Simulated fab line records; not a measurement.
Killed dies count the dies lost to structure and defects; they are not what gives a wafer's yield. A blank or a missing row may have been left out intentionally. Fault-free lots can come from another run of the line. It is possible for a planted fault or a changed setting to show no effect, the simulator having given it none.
A struck lot beside a sound one :: flow gf180mcu :: 16 steps out of a route of 602
Sound: the wafers L466.2, L466.5, L466.6. Wafers struck: L472.2, L472.5, L472.6. The cause is given at the end.
Order at every step that has rows: each side's tool, ch and its chambers, its first start. Under that, the readings that differ: sound wafers :: struck wafers :: difference of the means :: sigmas: that difference in standard deviations of wafers without a fault.
alike: a reading whose means differ by less than 2 such deviations, as well as words and numbers matching on both sides. not compared: withheld readings; readings where some wafer has no value; bounds like >300 that might hide an equal value; numbers whose values overlap and for which the record gives no deviation.
A row with sigmas, a row that says differs or no value, or rows on one side alone: a step with any of these is where the two part. Numbers that don't overlap but have no deviation are shown without sigmas and don't part them. Lack of a reading on every wafer of one side parts them only where that side has two or more wafers.

first, 4 steps without rows for these wafers: GF_M2_SOFTBAKE_10 (time 60 s); GF_M2_EXPOSE_11 (exposes mask Metal2, target cd 280 nm); GF_M2_PEB_12 (peb time 90 s); GF_M2_DEVELOP_13 (develop time 60 s).
GF_M2_CD_MEAS_14 targets a cd of 280 nm.
  struck on cdSem-01, day 25 08:13; sound on cdSem-02, day 23 08:00
  alike: cdNm
GF_M2_OVL_MEAS_15:
  struck on overlay-02, day 25 08:19; sound on overlay-02, day 23 08:07
  alike: M2_OVL
GF_M2_METAL_ETCH_16: etches the open film in Cl2/BCl3, stops on SiO2, target depth 750.8 nm, time 125.1 s.
  sound on rieMetal-04 ch 0,1, day 23 08:08; struck on rieMetal-02 ch 0,1, day 25 08:21
reading: throttleValvePct (%)
sound: 28.241 28.243 28.244
struck: 28.220 28.228 28.217
difference: -0.021
sigmas: -2
  alike: drypumpMotorCurrentA, heBacksideLeakSccm, oesProductAu
  not compared: rfHoursCounterH
GF_M2_STRIP_17: strips in O2/N2.
  sound on plasmaAsher-03 ch 0,1, day 23 08:19; struck on plasmaAsher-04 ch 0,1, day 25 08:29
  alike: drypumpMotorCurrentA, heaterPowerW, o2FlowSccm, oesProductAu, stripTimeToEndpointS
  not compared: rfHoursCounterH
then, 3 steps without rows for these wafers: GF_M2_STRIP_18 (strips in post etch residue remover, time 1200 s); GF_M2_CLEAN_19 (cleans in DIW); GF_V2_CVD_00 (deposits SiO2, target thk 600 nm, time 100 s).
GF_V2_THK_MEAS_01:
  struck on filmMetro-01, day 25 09:05; sound on filmMetro-03, day 23 08:56
  alike: V2_CVD_00_THK
GF_V2_CVD_02: deposits SiO2 from TEOS, target thk 850 nm, time 94.851 s.
  sound on pecvd-02 ch 0,1, day 23 08:59; struck on pecvd-01 ch 1,2, day 25 09:08
reading: model.SiO2_of_V2_CVD_02.thkNm (nm)
sound: 840.9 861.1 859.6
struck: 804 802.3 816.1
difference: -46
sigmas: 
  alike: heaterPowerOuterW, heaterPowerW, susceptorTempC
GF_V2_THK_MEAS_03:
  struck on filmMetro-03, day 25 09:13; sound on filmMetro-04, day 23 09:04
reading: V2_CVD_02_THK (nm)
sound: 840 861 859
struck: 804 802 817
difference: -46
sigmas: -4
GF_V2_CMP_04: polishes SiO2.
  sound on cmp-01 ch 0,3, day 23 09:10; struck on cmp-01 ch 2,3, day 25 09:16
reading: timeToEndpointS (s)
sound: 78 85 88
struck: 58 59 66
difference: -23
sigmas: -4
  alike: motorCurrentA, platenRpm, retainingRingPressureFrac
GF_V2_BOW_MEAS_05:
  struck on filmMetro-03, day 25 09:35; sound on filmMetro-01, day 23 09:26
  alike: V2_BOW

WHERE THEY PART
Earliest at GF_M2_METAL_ETCH_16; latest, in this record, at GF_V2_CMP_04. Later steps at which nothing parts them and some readings are alike: GF_V2_BOW_MEAS_05.

WHY: what the simulator had put in
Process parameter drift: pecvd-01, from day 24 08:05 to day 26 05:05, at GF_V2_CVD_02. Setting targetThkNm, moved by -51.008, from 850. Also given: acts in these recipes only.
